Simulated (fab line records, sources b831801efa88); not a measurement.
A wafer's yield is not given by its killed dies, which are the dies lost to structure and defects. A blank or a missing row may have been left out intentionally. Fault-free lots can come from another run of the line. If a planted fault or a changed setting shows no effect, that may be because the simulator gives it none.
Which of the tools did it? || flow sky130 || 36 wafers from 12 lots sampled at 5 of the route's 708 steps

## WHAT THE GAUGES READ, wafer by wafer
SKY_VIA2_OVL_MEAS_13.
{"lot": "L075", "measured": "day 36 18:28", "on": "overlay-01", "VIA2_OVL (nm)": "6 6 1"}
{"lot": "L077", "measured": "day 37 09:21", "on": "overlay-01", "VIA2_OVL (nm)": "8 -17 -2"}
{"lot": "L079", "measured": "day 38 14:51", "on": "overlay-01", "VIA2_OVL (nm)": "1 11 2"}
{"lot": "L081", "measured": "day 38 17:03", "on": "overlay-01", "VIA2_OVL (nm)": "6 4 4"}
{"lot": "L083", "measured": "day 39 06:35", "on": "overlay-02", "VIA2_OVL (nm)": "7 3 -6"}
{"lot": "L086", "measured": "day 40 03:24", "on": "overlay-02", "VIA2_OVL (nm)": "-1 3 6"}
{"lot": "L087", "measured": "day 40 13:38", "on": "overlay-01", "VIA2_OVL (nm)": "7 9 -1"}
{"lot": "L089", "measured": "day 41 09:53", "on": "overlay-01", "VIA2_OVL (nm)": "6 -9 -1"}
{"lot": "L091", "measured": "day 41 21:08", "on": "overlay-01", "VIA2_OVL (nm)": "-1 -3 6"}
{"lot": "L093", "measured": "day 42 02:08", "on": "overlay-01", "VIA2_OVL (nm)": "7 -4 7"}
{"lot": "L095", "measured": "day 42 15:24", "on": "overlay-02", "VIA2_OVL (nm)": "3 -9 9"}
{"lot": "L096", "measured": "day 44 16:53", "on": "overlay-01", "VIA2_OVL (nm)": "18 12 4"}

## EACH LOT AND THE TOOL THAT RAN IT (in order: tool; ch and the chambers of the sampled wafers; start)
{"lot": "L075", "SKY_LI_CONTACT_STRIP_16": "plasma asher-03 ch 0,1, day 29 14:29", "SKY_LI_CONTACT_CMP_24": "cmp-02 ch 0,3, day 29 15:11", "SKY_CONTACT_SPUTTER_23": "pvd sputter-01, day 32 01:59", "SKY_METAL2_ETCH_18": "rie metal-02 ch 0,1, day 35 14:49"}
{"lot": "L077", "SKY_LI_CONTACT_STRIP_16": "plasma asher-01 ch 0,1, day 30 06:53", "SKY_LI_CONTACT_CMP_24": "cmp-02 ch 0,1,3, day 30 07:45", "SKY_CONTACT_SPUTTER_23": "pvd sputter-02, day 32 18:23", "SKY_METAL2_ETCH_18": "rie metal-01 ch 0,1, day 36 05:34"}
{"lot": "L079", "SKY_LI_CONTACT_STRIP_16": "plasma asher-01 ch 0,1, day 31 16:09", "SKY_LI_CONTACT_CMP_24": "cmp-02 ch 0,3, day 31 16:54", "SKY_CONTACT_SPUTTER_23": "pvd sputter-04, day 34 01:14", "SKY_METAL2_ETCH_18": "rie metal-03 ch 0,1, day 37 11:04"}
{"lot": "L081", "SKY_LI_CONTACT_STRIP_16": "plasma asher-01 ch 0,1, day 31 16:58", "SKY_LI_CONTACT_CMP_24": "cmp-01 ch 0,3, day 31 17:40", "SKY_CONTACT_SPUTTER_23": "pvd sputter-04, day 34 02:54", "SKY_METAL2_ETCH_18": "rie metal-02 ch 0,1, day 37 13:31"}
{"lot": "L083", "SKY_LI_CONTACT_STRIP_16": "plasma asher-01 ch 0,1, day 32 08:31", "SKY_LI_CONTACT_CMP_24": "cmp-02 ch 0,2,3, day 32 09:15", "SKY_CONTACT_SPUTTER_23": "pvd sputter-02, day 34 17:22", "SKY_METAL2_ETCH_18": "rie metal-02 ch 0, day 38 03:37"}
{"lot": "L086", "SKY_LI_CONTACT_STRIP_16": "plasma asher-03 ch 0,1, day 33 03:49", "SKY_LI_CONTACT_CMP_24": "cmp-02 ch 0,3, day 33 04:33", "SKY_CONTACT_SPUTTER_23": "pvd sputter-02, day 35 14:19", "SKY_METAL2_ETCH_18": "rie metal-02 ch 0,1, day 39 00:37"}
{"lot": "L087", "SKY_LI_CONTACT_STRIP_16": "plasma asher-04 ch 0,1, day 33 17:42", "SKY_LI_CONTACT_CMP_24": "cmp-02 ch 0,2,3, day 33 18:29", "SKY_CONTACT_SPUTTER_23": "pvd sputter-04, day 36 02:02", "SKY_METAL2_ETCH_18": "rie metal-02 ch 0,1, day 39 11:01"}
{"lot": "L089", "SKY_LI_CONTACT_STRIP_16": "plasma asher-01 ch 0,1, day 34 14:49", "SKY_LI_CONTACT_CMP_24": "cmp-01 ch 0,1,3, day 34 15:39", "SKY_CONTACT_SPUTTER_23": "pvd sputter-01, day 36 22:14", "SKY_METAL2_ETCH_18": "rie metal-01 ch 0,1, day 40 07:34"}
{"lot": "L091", "SKY_LI_CONTACT_STRIP_16": "plasma asher-04 ch 0,1, day 35 04:27", "SKY_LI_CONTACT_CMP_24": "cmp-02 ch 0,2,3, day 35 05:15", "SKY_CONTACT_SPUTTER_23": "pvd sputter-04, day 37 11:03", "SKY_METAL2_ETCH_18": "rie metal-02 ch 1, day 40 18:03"}
{"lot": "L093", "SKY_LI_CONTACT_STRIP_16": "plasma asher-01 ch 0,1, day 35 10:58", "SKY_LI_CONTACT_CMP_24": "cmp-01 ch 1,3, day 35 11:46", "SKY_CONTACT_SPUTTER_23": "pvd sputter-01, day 37 17:23", "SKY_METAL2_ETCH_18": "rie metal-02 ch 0,1, day 41 00:04"}
{"lot": "L095", "SKY_LI_CONTACT_STRIP_16": "plasma asher-01 ch 0,1, day 36 01:01", "SKY_LI_CONTACT_CMP_24": "cmp-02 ch 1,2, day 36 01:49", "SKY_CONTACT_SPUTTER_23": "pvd sputter-04, day 38 08:07", "SKY_METAL2_ETCH_18": "rie metal-03 ch 0,1, day 41 15:16"}
{"lot": "L096", "SKY_LI_CONTACT_STRIP_16": "plasma asher-03 ch 0,1, day 38 09:03", "SKY_LI_CONTACT_CMP_24": "cmp-01 ch 0,1,2, day 38 09:48", "SKY_CONTACT_SPUTTER_23": "pvd sputter-04, day 40 14:21", "SKY_METAL2_ETCH_18": "rie metal-03 ch 0,1, day 43 17:01"}
- SKY_LI_CONTACT_STRIP_16: strips in O2/N2.
- SKY_LI_CONTACT_CMP_24: polishes, stops on PSG, t overpolish 20 s, target thk 0 nm.
- SKY_CONTACT_SPUTTER_23: material TiN, target thk 20 nm, time 80 s.
- SKY_METAL2_ETCH_18: etches BARC in N2/H2, stops on SiO2, time 45.9 s, target depth 60 nm.

## THE ANSWER, worked out from the rows above alone
Rule: what is usual is taken from the lots themselves. The widest of any qualifying gaps counts: lots, ordered by their means at a reading, are off when they make up no more than a third of the lots, leave a main group of 4 or more, and stand apart from it by 3 or more times the standard deviation of that group's means. The tables above print the reading to a certain number of digits; a main group whose means all agree to those digits is not used. Also off: a lot with no number at a reading for which 4 or more lots have one. Where the step has rows for the other lots, those lots are counted as sound.
Across all readings shown, no lot is off: no conclusion can be drawn from this.

## WHAT WAS PUT IN BY THE SIMULATOR
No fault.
